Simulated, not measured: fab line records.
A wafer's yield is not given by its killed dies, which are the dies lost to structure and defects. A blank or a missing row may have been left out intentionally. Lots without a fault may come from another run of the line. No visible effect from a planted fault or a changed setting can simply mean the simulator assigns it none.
Comparing a struck lot with a sound one || flow sky130 || 44 steps out of a route of 708
Sound: wafers L357.1, L357.3, L357.4. Struck: wafer L367.6; the same lot's L367.4 was not struck, so it is left out; see the end for the cause.
Order at every step that has rows: each side's tool, ch and its chambers, its first start. Under that, the readings that differ: sound wafers || struck wafers || difference of the means || sigmas: that difference in standard deviations of wafers without a fault.
alike: readings whose means differ by less than 2 such deviations, and words and numbers that are the same on both sides. not compared: withheld readings, readings that some wafer has no value for, bounds like >300 that may hide the same value, and numbers for which the record gives no deviation and whose values overlap.
The two part at a step that has a row with sigmas, a row that says differs or no value, or rows on one side only. Non-overlapping numbers with no deviation appear without sigmas and do not part them. Lack of a reading on every wafer of one side parts them only where that side has two or more wafers.

first, 2 steps without rows for these wafers: SKY_DNWELL_DEVELOP_06 (develop time 60 s); SKY_DNWELL_IMPLANT_07.
SKY_DNWELL_STRIP_08: strips in O2/N2.
  sound on plasmaAsher-04 ch 0,1, day 4 20:11; struck on plasmaAsher-03 ch 1, day 6 23:28
{"reading": "oesProductAu (a.u.)", "sound": "0.730 0.715 0.720", "struck": 0.732, "difference": "+0.010", "sigmas": "+2"}
  alike: drypumpMotorCurrentA, stripTimeToEndpointS
  not compared: rfHoursCounterH
SKY_DNWELL_TW_MEAS_09:
  struck on filmMetro-02, day 6 23:33; sound on filmMetro-04, day 4 20:17
  alike: DNWELL_TW
then, 7 steps without rows for these wafers: SKY_PWDE_DEHYDRATE_00 (time 60 s); SKY_PWDE_HMDS_01 (prime time 60 s); SKY_PWDE_COAT_02 (resist thk 3000 nm); SKY_PWDE_SOFTBAKE_03; SKY_PWDE_EXPOSE_04 (exposes mask PWDEM, target cd 840 nm); SKY_PWDE_PEB_05; SKY_PWDE_DEVELOP_06 (develop time 60 s).
SKY_PWDE_OVL_MEAS_07:
  struck on overlay-01, day 7 18:02; sound on overlay-02, day 5 14:07
  alike: PWDE_OVL
SKY_PWDE_IMPLANT_08:
  sound on implanter-03 ch 0, day 5 14:10; struck on implanter-03 ch 0, day 7 18:08
SKY_PWDE_STRIP_09: strips in O2/N2.
  sound on plasmaAsher-03 ch 0,1, day 5 14:19; struck on plasmaAsher-03 ch 0, day 7 18:14
  alike: drypumpMotorCurrentA, oesProductAu, stripTimeToEndpointS
  not compared: rfHoursCounterH
SKY_PWDE_TW_MEAS_10:
  struck on filmMetro-04, day 7 18:20; sound on filmMetro-03, day 5 14:25
{"reading": "PWDE_TW", "sound": "375.5 375.0 376.4", "struck": 370.1, "difference": -5.5, "sigmas": -3}
then, 7 steps without rows for these wafers: SKY_NWELL_DEHYDRATE_03 (time 60 s); SKY_NWELL_HMDS_04 (prime time 60 s); SKY_NWELL_COAT_05 (resist thk 3000 nm); SKY_NWELL_SOFTBAKE_06; SKY_NWELL_EXPOSE_07 (exposes mask NWM, target cd 840 nm); SKY_NWELL_PEB_08; SKY_NWELL_DEVELOP_09 (develop time 60 s).
SKY_NWELL_OVL_MEAS_10:
  struck on overlay-02, day 8 14:43; sound on overlay-02, day 6 09:08
  alike: NWELL_00_OVL
then, 3 steps without rows for these wafers: SKY_NWELL_IMPLANT_11; SKY_NWELL_IMPLANT_12; SKY_NWELL_IMPLANT_13.
SKY_NWELL_STRIP_14: strips in O2/N2.
  sound on plasmaAsher-03 ch 0,1, day 6 09:38; struck on plasmaAsher-03 ch 1, day 8 15:13
  alike: drypumpMotorCurrentA, oesProductAu, stripTimeToEndpointS
  not compared: rfHoursCounterH
SKY_NWELL_TW_MEAS_15:
  struck on filmMetro-03, day 8 15:19; sound on filmMetro-03, day 6 09:44
  alike: NWELL_TW
then, 7 steps without rows for these wafers: SKY_NWELL_DEHYDRATE_16 (time 60 s); SKY_NWELL_HMDS_17 (prime time 60 s); SKY_NWELL_COAT_18 (resist thk 3000 nm); SKY_NWELL_SOFTBAKE_19; SKY_NWELL_EXPOSE_20 (exposes mask NWM COMPLEMENT, target cd 840 nm); SKY_NWELL_PEB_21; SKY_NWELL_DEVELOP_22 (develop time 60 s).
SKY_NWELL_OVL_MEAS_23:
  struck on overlay-02, day 9 11:43; sound on overlay-02, day 7 05:13
  alike: NWELL_01_OVL
next, for these wafers, 1 step has no rows: SKY_NWELL_IMPLANT_24.
SKY_NWELL_STRIP_25: strips in O2/N2.
  sound on plasmaAsher-03 ch 0,1, day 7 05:25; struck on plasmaAsher-03 ch 1, day 9 11:55
{"reading": "stripTimeToEndpointS (s)", "sound": "36.90 36.85 36.89", "struck": 37.14, "difference": "+0.26", "sigmas": "+2"}
  alike: drypumpMotorCurrentA, oesProductAu
  not compared: rfHoursCounterH
SKY_NWELL_TW_MEAS_26:
  struck on filmMetro-03, day 9 12:01; sound on filmMetro-03, day 7 05:31
{"reading": "NWELL_2_TW", "sound": "493.9 496.0 496.4", "struck": 501.0, "difference": "+5.6", "sigmas": "+2"}
then, 1 step without rows for these wafers: SKY_NWELL_CLEAN_27 (cleans in SC1/SC2, time 150 s).
SKY_NWELL_RTA_28: time 30 s.
  sound on rtpAnneal-01 ch 0, day 7 05:37; struck on rtpAnneal-01 ch 0, day 9 12:08
{"reading": "lampPowerPct (%)", "sound": "25.16 25.34 25.32", "struck": 25.14, "difference": -0.13, "sigmas": -2}
  alike: wafer_temp_C_max
SKY_NWELL_RS_MEAS_29: uses a four-point probe to measure.
  struck on filmMetro-02, day 9 12:15; sound on filmMetro-04, day 7 05:43
  alike: NWELL_RS
SKY_NWELL_RS_MEAS_31: uses a four-point probe to measure.
  struck on filmMetro-02, day 9 12:29; sound on filmMetro-04, day 7 05:58
{"reading": "PWDE_RS (ohm/sq)", "sound": "5303 5281 5293", "struck": 5334, "difference": "+42", "sigmas": "+3"}
-- the record jumps here: 40 days lie between the struck wafers' starts before and after (it left off in module NWELL and takes up again in module PAD_OPEN, whose first step shown is number 708 of the route) --
SKY_PAD_OPEN_PROBE_99:
  record: rows for the struck wafers here (prober-01, day 49 18:59), none for the sound ones

## WHERE THEY PART
First at SKY_DNWELL_STRIP_08; last, within this record, at SKY_PAD_OPEN_PROBE_99.

WHY: what had been put in by the simulator
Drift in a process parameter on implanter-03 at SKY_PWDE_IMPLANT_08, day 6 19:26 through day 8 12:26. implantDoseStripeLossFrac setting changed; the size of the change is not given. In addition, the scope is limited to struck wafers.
